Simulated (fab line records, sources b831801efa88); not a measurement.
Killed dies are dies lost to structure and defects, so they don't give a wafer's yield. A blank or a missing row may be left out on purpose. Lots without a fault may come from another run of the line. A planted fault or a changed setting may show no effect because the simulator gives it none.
fab line records | flow sky130
record lots=13 wafers=39 last_day=50
route steps=708 shown GATE_OXIDE@197 POLY_GATE@235 SD_P@324
lots that met no fault: from a run of the same line without faults
start_h: hours from the record's first day to the start of the lot's first wafer shown | wait_h: hours since the lot's step before | " the same as in the row above | L1.1+2: a row that stands for several wafers | - no value, or no start given | * or withheld: withheld | < > ~ a bound
route shown NAME@n: a module of which the file shows steps, and the number in the route of the first | usual: mean/standard deviation of fault-free wafers | same: alike in all rows | chamber/n: place in a boat | sites: the reading at each site | _std_site: their standard deviation | _edge_site: outer sites' mean less inner sites' | radius_mm: how far each site lies from the wafer's centre | mask NAME#n: copy n | behind: the tool/chamber that last shaped the wafer | hold: why the lot was held/for how many hours/how that ended | device: the transistor (n, p or np) that didn't switch | end of line: the same wafers' tests at the end of the route | a step without rows: its recipe alone | killed: dies lost to structure and defects at the first sort, not the wafer's yield | map: a wafer's dies, x killed, . not, _ none there
set.NAME: the setting as run; set.NAME@STEP: as run at that earlier step | model.NAME: the simulator's own value behind a step, which no gauge read
steps of the route over a sample of lots; a table a step, a row a wafer
services: from which hour (start_h, from the record's first day; less than 0 if before it) a tool's chamber was out of use, for how many hours, and why
## steps
# step SKY_GATE_OXIDE_OVL_MEAS_10
# usual GATE_OXIDE_OVL=1.0/1.4
# columns lot.wafer tool chamber start_h wait_h GATE_OXIDE_OVL[nm]
L336.2 overlay-01 - 312.95 0.1 2.2
L336.3 " - " " 0.4
L336.5 " - " " 2.5
L337.2 overlay-02 - 324.80 0.1 2.6
L337.3 " - " " 1.2
L337.4 " - " " 1.5
L339.1 overlay-01 - 342.84 0.1 1.4
L339.3 " - " " 1.5
L339.5 " - " " 0.7
L340.3 overlay-01 - 348.86 0.1 1.4
L340.4 " - " " -0.7
L340.6 " - " " 1.8
L343.2 overlay-01 - 379.32 0.1 0.7
L343.5 " - " " 0.5
L343.6 " - " " 2.0
L345.3 overlay-01 - 384.68 0.1 0.9
L345.5 " - " " 1.3
L345.6 " - " " 1.2
L344.4 overlay-02 - 384.98 0.1 1.8
L344.5 " - " " -0.3
L344.6 " - " " 0.2
L347.1 overlay-01 - 413.34 0.1 2.0
L347.3 " - " " -0.6
L347.6 " - " " 0.2
L350.2 overlay-02 - 434.60 0.1 -1.2
L350.4 " - " " -0.7
L350.5 " - " " -0.5
L351.1 overlay-02 - 443.34 0.1 2.3
L351.2 " - " " 0.9
L351.5 " - " " 0.3
L352.4 overlay-02 - 448.91 0.1 0.4
L352.5 " - " " 0.3
L352.6 " - " " -1.5
L355.2 overlay-01 - 476.82 0.1 4.2
L355.3 " - " " 2.4
L355.4 " - " " 2.7
L357.2 overlay-01 - 492.45 0.1 3.7
L357.3 " - " " 0.6
L357.6 " - " " 2.5
# step SKY_POLY_GATE_THK_MEAS_21
# recipe reads=SiO2_of_POLY_GATE_OXIDATION_20
# usual POLY_GATE_OXIDATION_THK=3.99/0.074
# columns lot.wafer tool chamber start_h wait_h POLY_GATE_OXIDATION_THK[nm]
L336.2 film_metro-01 - 377.40 0.0 3.89
L336.3 " - " " 3.93
L336.5 " - " " 4.03
L337.2 film_metro-01 - 390.98 0.0 3.94
L337.3 " - " " 3.86
L337.4 " - " " 3.92
L339.1 film_metro-02 - 406.96 0.0 3.99
L339.3 " - " " 3.95
L339.5 " - " " 4.08
L340.3 film_metro-01 - 413.24 0.0 4.01
L340.4 " - " " 4.01
L340.6 " - " " 4.03
L343.2 film_metro-03 - 448.23 0.0 4.08
L343.5 " - " " 4.10
L343.6 " - " " 4.02
L344.4 film_metro-01 - 453.42 0.0 4.02
L344.5 " - " " 3.99
L344.6 " - " " 4.02
L345.3 film_metro-01 - 453.71 0.0 3.98
L345.5 " - " " 4.04
L345.6 " - " " 4.08
L347.1 film_metro-03 - 481.66 0.0 3.94
L347.3 " - " " 3.87
L347.6 " - " " 3.91
L350.2 film_metro-02 - 503.95 0.0 4.07
L350.4 " - " " 4.03
L350.5 " - " " 3.96
L351.1 film_metro-02 - 511.39 0.0 3.83
L351.2 " - " " 3.86
L351.5 " - " " 3.89
L352.4 film_metro-01 - 516.69 0.0 4.10
L352.5 " - " " 4.06
L352.6 " - " " 4.08
L355.2 film_metro-02 - 546.41 0.0 4.07
L355.3 " - " " 4.07
L355.4 " - " " 4.13
L357.2 film_metro-03 - 560.92 0.0 4.01
L357.3 " - " " 4.03
L357.6 " - " " 3.98
# step SKY_SD_P_EXPOSE_04
# recipe mask_id=PSDM na=0.6 source_shape=conventional sigma_outer=0.6 polarization=unpolarized target_cd_nm=380 dose_mj=138
# usual reticle_temp_C=23.01/0.1
# columns lot.wafer tool chamber start_h wait_h mask reticle_temp_C
L336.2 iline_stepper-01 0 579.61 - PSDM#0 22.90
L336.3 " 0 " " PSDM#0 22.89
L336.5 " 0 " " PSDM#0 22.89
L337.2 iline_stepper-02 0 591.06 - PSDM#0 23.00
L337.3 " 0 " " PSDM#0 23.10
L337.4 " 0 " " PSDM#0 22.97
L339.1 iline_stepper-01 0 606.60 - PSDM#0 23.03
L339.3 " 0 " " PSDM#0 23.08
L339.5 " 0 " " PSDM#0 23.13
L340.3 iline_stepper-02 0 612.98 - PSDM#0 22.96
L340.4 " 0 " " PSDM#0 23.05
L340.6 " 0 " " PSDM#0 22.93
L343.2 iline_stepper-02 0 652.79 - PSDM#0 23.12
L343.5 " 0 " " PSDM#0 23.24
L343.6 " 0 " " PSDM#0 23.06
L344.4 iline_stepper-02 0 653.05 - PSDM#0 22.92
L344.5 " 0 " " PSDM#0 22.84
L344.6 " 0 " " PSDM#0 23.03
L345.3 iline_stepper-01 0 653.66 - PSDM#0 23.25
L345.5 " 0 " " PSDM#0 23.13
L345.6 " 0 " " PSDM#0 23.09
L347.1 iline_stepper-01 0 676.39 - PSDM#0 22.92
L347.3 " 0 " " PSDM#0 23.03
L347.6 " 0 " " PSDM#0 23.03
L350.2 iline_stepper-02 0 703.12 - PSDM#0 22.94
L350.4 " 0 " " PSDM#0 23.22
L350.5 " 0 " " PSDM#0 23.08
L351.1 iline_stepper-01 0 703.52 - PSDM#0 22.95
L351.2 " 0 " " PSDM#0 23.02
L351.5 " 0 " " PSDM#0 23.04
L352.4 iline_stepper-01 0 707.75 - PSDM#0 22.99
L352.5 " 0 " " PSDM#0 23.04
L352.6 " 0 " " PSDM#0 23.12
L355.2 iline_stepper-02 0 737.61 - PSDM#0 22.74
L355.3 " 0 " " PSDM#0 22.91
L355.4 " 0 " " PSDM#0 23.14
L357.2 iline_stepper-02 0 747.41 - PSDM#0 23.14
L357.3 " 0 " " PSDM#0 23.00
L357.6 " 0 " " PSDM#0 23.04
# step SKY_SD_P_CD_MEAS_07
# recipe target_cd_nm=380
# usual cd_nm=379.9/2.6
# columns lot.wafer tool chamber start_h wait_h cd_nm
L336.2 cd_sem-01 - 593.74 0.1 378.1
L336.3 " - " " 379.5
L336.5 " - " " 377.7
L337.2 cd_sem-01 - 605.44 0.1 382.6
L337.3 " - " " 382.4
L337.4 " - " " 381.2
L339.1 cd_sem-01 - 619.44 0.1 378.9
L339.3 " - " " 379.5
L339.5 " - " " 378.4
L340.3 cd_sem-01 - 627.16 0.1 383.5
L340.4 " - " " 382.4
L340.6 " - " " 381.1
L343.2 cd_sem-02 - 666.19 0.1 379.9
L343.5 " - " " 380.6
L343.6 " - " " 376.9
L344.4 cd_sem-01 - 666.46 0.1 379.3
L344.5 " - " " 381.1
L344.6 " - " " 379.5
L345.3 cd_sem-02 - 667.34 0.1 381.5
L345.5 " - " " 380.4
L345.6 " - " " 382.6
L347.1 cd_sem-01 - 689.75 0.1 374.9
L347.3 " - " " 373.1
L347.6 " - " " 375.2
L350.2 cd_sem-01 - 716.34 0.1 380.0
L350.4 " - " " 380.1
L350.5 " - " " 377.5
L351.1 cd_sem-02 - 716.97 0.1 383.3
L351.2 " - " " 381.3
L351.5 " - " " 381.3
L352.4 cd_sem-01 - 721.15 0.1 381.7
L352.5 " - " " 379.5
L352.6 " - " " 380.5
L355.2 cd_sem-02 - 750.44 0.1 382.6
L355.3 " - " " 382.9
L355.4 " - " " 383.1
L357.2 cd_sem-02 - 760.81 0.1 380.6
L357.3 " - " " 379.2
L357.6 " - " " 379.6
# step SKY_SD_P_OVL_MEAS_08
# usual SD_P_OVL=-0.2/1.4
# columns lot.wafer tool chamber start_h wait_h SD_P_OVL[nm]
L336.2 overlay-01 - 593.84 0.1 1.8
L336.3 " - " " 0.1
L336.5 " - " " 2.8
L337.2 overlay-02 - 605.54 0.1 -2.2
L337.3 " - " " -2.6
L337.4 " - " " 0.0
L339.1 overlay-02 - 619.56 0.1 0.4
L339.3 " - " " 1.3
L339.5 " - " " 1.6
L340.3 overlay-01 - 627.25 0.1 -0.2
L340.4 " - " " 0.6
L340.6 " - " " 0.5
L343.2 overlay-01 - 666.29 0.1 0.9
L343.5 " - " " -0.5
L343.6 " - " " -0.1
L344.4 overlay-02 - 666.54 0.1 1.8
L344.5 " - " " 0.5
L344.6 " - " " -0.1
L345.3 overlay-01 - 667.43 0.1 0.1
L345.5 " - " " -1.6
L345.6 " - " " -0.3
L347.1 overlay-01 - 689.87 0.1 -0.8
L347.3 " - " " 0.7
L347.6 " - " " -2.3
L350.2 overlay-02 - 716.44 0.1 2.1
L350.4 " - " " 0.5
L350.5 " - " " 1.9
L351.1 overlay-01 - 717.09 0.1 55.7
L351.2 " - " " 57.2
L351.5 " - " " 53.8
L352.4 overlay-01 - 721.23 0.1 54.6
L352.5 " - " " 53.1
L352.6 " - " " 54.4
L355.2 overlay-01 - 750.54 0.1 -0.1
L355.3 " - " " -0.6
L355.4 " - " " 0.1
L357.2 overlay-02 - 760.92 0.1 -1.8
L357.3 " - " " -2.0
L357.6 " - " " -2.8
## services
# columns tool chamber start_h hours kind
iline_stepper-01 - 593.07 1.7 pm
iline_stepper-02 - 641.54 1.7 pm
iline_stepper-01 - 670.12 1.5 repair
iline_stepper-01 0 679.68 - calibration
iline_stepper-02 - 739.40 2.3 repair
## key
first_sign step=SKY_SD_P_OVL_MEAS_08 reading=SD_P_OVL direction=up sigmas=39 usual=-0.2 struck=54.8
effect none on later readings
met_at SKY_SD_P_EXPOSE_04
struck_lots L351,L352
tester_left_out L351,L352
not_acting_at SKY_GATE_OXIDE_OVL_MEAS_10,SKY_POLY_GATE_THK_MEAS_21,SKY_SD_P_CD_MEAS_07
onset_between 676.39 703.52
fault kind=scanner_matching_overlay tool=iline_stepper-01 chamber=- onset_h=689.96 steps=SKY_SD_P_EXPOSE_04 offset=54.856
# tester_left_out: of these lots the tester's yield and bins aren't shown, on N5 and GAA mostly nor the transistor test; their killed dies are dies lost to structure and defects alone, not to doping, threshold or leakage, so they don't give the yield
